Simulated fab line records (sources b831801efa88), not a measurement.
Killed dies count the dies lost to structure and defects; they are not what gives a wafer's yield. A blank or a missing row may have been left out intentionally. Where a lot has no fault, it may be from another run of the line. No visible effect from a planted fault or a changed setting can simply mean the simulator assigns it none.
The same fault as seen by 2 desks | flow gf180mcu | every desk sees just its own numbers, and what lay behind them comes last

== THE METROLOGY DESK ==
Means of the sampled wafers that have a number, per lot and without regard to the tool the lot ran on: this is what the gauges read. A lot is out of limits, marked OUT, if its mean lies more than 4 standard deviations from the usual mean; the brackets give that distance.
Columns: A = VT_IMPLANT_01_OVL at GF_VT_IMPLANT_OVL_MEAS_18, usual -0.2 nm; B = NWELL_RS at GF_VT_IMPLANT_RS_MEAS_47, usual 487.0 ohm/sq; C = CONTACT_CVD_00_THK at GF_CONTACT_THK_MEAS_01, usual 300.0 nm
lot  | first seen here | A    | B                | C
L351 | day 6 03:13     | -1.5 | 487.8            | 299.4
L352 | day 6 12:52     | 1.3  | 485.2            | 300.2
L353 | day 6 17:31     | -0.6 | 485.2            | 302.6
L356 | day 7 11:09     | 0.8  | 486.5            | 300.1
L357 | day 8 01:40     | 0.8  | 487.8            | 301.2
L359 | day 8 03:56     | -0.1 | 496.9 (+8.2) OUT | 301.0
L361 | day 8 19:59     | 0.3  | 488.6            | 297.3
L362 | day 9 07:10     | 0.9  | 496.2 (+7.6) OUT | 299.5
L363 | day 9 10:29     | -1.4 | 487.9            | 298.4
L365 | day 10 02:21    | 2.3  | 487.5            | 296.3
L368 | day 10 20:49    | -1.1 | 487.5            | 299.0
L372 | day 11 21:45    | -0.1 | 487.1            | 301.7
L373 | day 12 05:01    | -1.6 | 487.5            | 296.5
This desk's finding: out of limits on L359, L362; first on L359, day 9 14:16 (NWELL_RS at GF_VT_IMPLANT_RS_MEAS_47). Within limits: L351, L352, L353, L356, L357, L361, L363, L365, L368, L372, L373.

== FOR THE TOOL OWNER'S DESK: implanter-04 ==
GF_NWELL_IMPLANT_09, tool's own readings: per-lot mean of the sampled wafers with a number, covering each lot this tool ran. A lot is out of limits, marked OUT, if its mean lies more than 4 standard deviations from the usual mean; the brackets give that distance.
Columns: A = dose-ions-cm2 at GF_NWELL_IMPLANT_09, usual 3.999e+12; B = faraday-current-uA at GF_NWELL_IMPLANT_09, usual 22.6; C = tilt-deg at GF_NWELL_IMPLANT_09, usual -0.001 degrees
lot  | first seen here | A                           | B               | C
L351 | day 3 06:06     | 4.000e+12                   | 22.2            | -0.026
L352 | day 3 13:22     | 4.001e+12                   | 22.4            | 0.006
L356 | day 4 10:06     | 3.998e+12                   | 21.9            | 0.007
L359 | day 5 02:55     | 3.459e+12 (-99 or more) OUT | 19.4 (-7.4) OUT | 0.014
L362 | day 5 19:33     | 3.462e+12 (-99 or more) OUT | 19.3 (-7.7) OUT | -0.024
This desk's finding: out of limits on L359, L362; first on L359, day 5 02:55 (dose-ions-cm2 at GF_NWELL_IMPLANT_09). Within limits: L351, L352, L356.

== PUT TOGETHER ==
At day 5 02:55, on L359, L362, the tool owner's desk was in a position to raise an alarm.
The metrology desk could have raised an alarm at day 9 14:16, on L359, L362.
Every lot named ran GF_NWELL_IMPLANT_09 on implanter-04.

== WHAT THE SIMULATOR HAD INSERTED ==
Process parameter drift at GF_NWELL_IMPLANT_09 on implanter-04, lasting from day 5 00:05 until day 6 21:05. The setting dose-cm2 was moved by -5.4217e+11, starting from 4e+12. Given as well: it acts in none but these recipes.
Struck lots among those shown: L359, L362.
Delay (hours) between the fault's onset and each desk's first out-of-limits reading: 3 at the tool owner's desk, 110 at the metrology desk.
